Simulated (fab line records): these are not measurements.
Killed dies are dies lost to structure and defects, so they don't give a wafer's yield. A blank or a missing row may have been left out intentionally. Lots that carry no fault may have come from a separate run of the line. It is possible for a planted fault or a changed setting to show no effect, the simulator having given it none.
A sampling plan put to the test ; flow gf180mcu ; each of the 12 faults these records tell of, on one fab line, judged from the records of the lots it struck
The plan consists of the line's own looks: route steps at which the wafer is read by a gauge or an inspection but not changed. Where struck wafers have a number at a look and the file lists that look's usual mean and standard deviation on fault-free wafers, the look can be judged. Caught: a look later than the fault's first step finds the struck wafers' mean 4 or more of those standard deviations (sigma) from the usual mean. On the tool: the test repeated on the tool's own readings taken at the fault's steps. Also counted as caught: the struck wafers showing another recipe, or a record that is empty for them alone.

THE FAULTS, as the simulator had put them in
1. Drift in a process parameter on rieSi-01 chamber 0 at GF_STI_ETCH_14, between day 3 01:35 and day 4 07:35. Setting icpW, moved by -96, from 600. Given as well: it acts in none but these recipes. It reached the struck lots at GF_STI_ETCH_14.
2. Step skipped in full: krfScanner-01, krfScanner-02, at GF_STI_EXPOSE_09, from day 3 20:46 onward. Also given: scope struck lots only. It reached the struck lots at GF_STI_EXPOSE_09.
3. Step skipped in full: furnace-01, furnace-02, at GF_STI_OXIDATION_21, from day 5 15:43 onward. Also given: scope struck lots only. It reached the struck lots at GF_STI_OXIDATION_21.
4. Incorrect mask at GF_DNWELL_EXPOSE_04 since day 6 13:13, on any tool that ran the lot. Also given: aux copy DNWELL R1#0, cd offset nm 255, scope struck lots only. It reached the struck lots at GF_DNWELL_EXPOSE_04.
5. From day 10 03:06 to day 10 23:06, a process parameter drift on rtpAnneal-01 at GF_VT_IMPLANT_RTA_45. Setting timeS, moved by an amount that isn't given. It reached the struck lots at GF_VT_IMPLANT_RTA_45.
6. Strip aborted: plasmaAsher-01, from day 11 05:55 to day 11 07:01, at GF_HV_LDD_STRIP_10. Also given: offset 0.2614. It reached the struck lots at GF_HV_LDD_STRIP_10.
7. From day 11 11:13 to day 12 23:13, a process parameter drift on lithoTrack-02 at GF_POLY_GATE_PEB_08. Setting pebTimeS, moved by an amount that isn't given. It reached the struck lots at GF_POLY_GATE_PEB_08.
8. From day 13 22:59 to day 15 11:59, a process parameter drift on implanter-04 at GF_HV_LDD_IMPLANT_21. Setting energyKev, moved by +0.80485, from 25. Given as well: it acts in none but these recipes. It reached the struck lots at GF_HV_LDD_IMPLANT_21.
9. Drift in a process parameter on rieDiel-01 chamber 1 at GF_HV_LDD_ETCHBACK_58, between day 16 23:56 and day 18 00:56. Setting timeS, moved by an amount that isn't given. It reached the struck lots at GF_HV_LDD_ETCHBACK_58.
10. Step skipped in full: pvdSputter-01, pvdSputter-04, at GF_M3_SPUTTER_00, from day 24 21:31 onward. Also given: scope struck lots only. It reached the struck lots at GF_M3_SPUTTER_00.
11. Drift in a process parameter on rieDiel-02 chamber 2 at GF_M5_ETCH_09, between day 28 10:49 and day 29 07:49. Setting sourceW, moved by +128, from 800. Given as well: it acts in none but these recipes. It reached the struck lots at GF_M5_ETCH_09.
12. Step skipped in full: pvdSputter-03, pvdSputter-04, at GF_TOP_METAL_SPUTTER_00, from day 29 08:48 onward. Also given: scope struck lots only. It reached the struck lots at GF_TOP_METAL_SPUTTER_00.

WHAT THE PLAN SAW
fault;on the tool itself;first look that catches it;reading, sigma;median hours from its first step to that look;hours from the fault's start to the first struck lot there;judged looks passed uncaught
1;rfFwdPowerW -43 sigma;none of the 2 looks that can be judged after it;-;-;-;2
2;no reading that can be judged;no look after it can be judged;-;-;-;0
3;the tool's record is blank for the struck wafers;no look after it can be judged;-;-;-;0
4;under 2 sigma;none of the 2 looks that can be judged after it;-;-;-;2
5;runLengthS -37 sigma;not the one look that can be judged after it;-;-;-;1
6;oesProductAu +40 sigma;not the one look that can be judged after it;-;-;-;1
7;heaterPowerTotalW +30 sigma;not the one look that can be judged after it;-;-;-;1
8;beamEnergyKeV +95 sigma;none of the 2 looks that can be judged after it;-;-;-;2
9;runLengthS -22 sigma;no look after it can be judged;-;-;-;0
10;the tool's record is blank for the struck wafers;no look after it can be judged;-;-;-;0
11;rfFwdPowerW +33 sigma;no look after it can be judged;-;-;-;0
12;the tool's record is blank for the struck wafers;no look after it can be judged;-;-;-;0
Dash: fault not caught, or number not given in these records.

Caught at a look: 0 of 12. Caught on the tool: 10 of 12. By one or the other: 10 of 12.
Faults 1, 3, 5, 6, 7, 8, 9, 10, 11, 12 were caught on the tool alone.
Caught by neither: faults 2, 4.
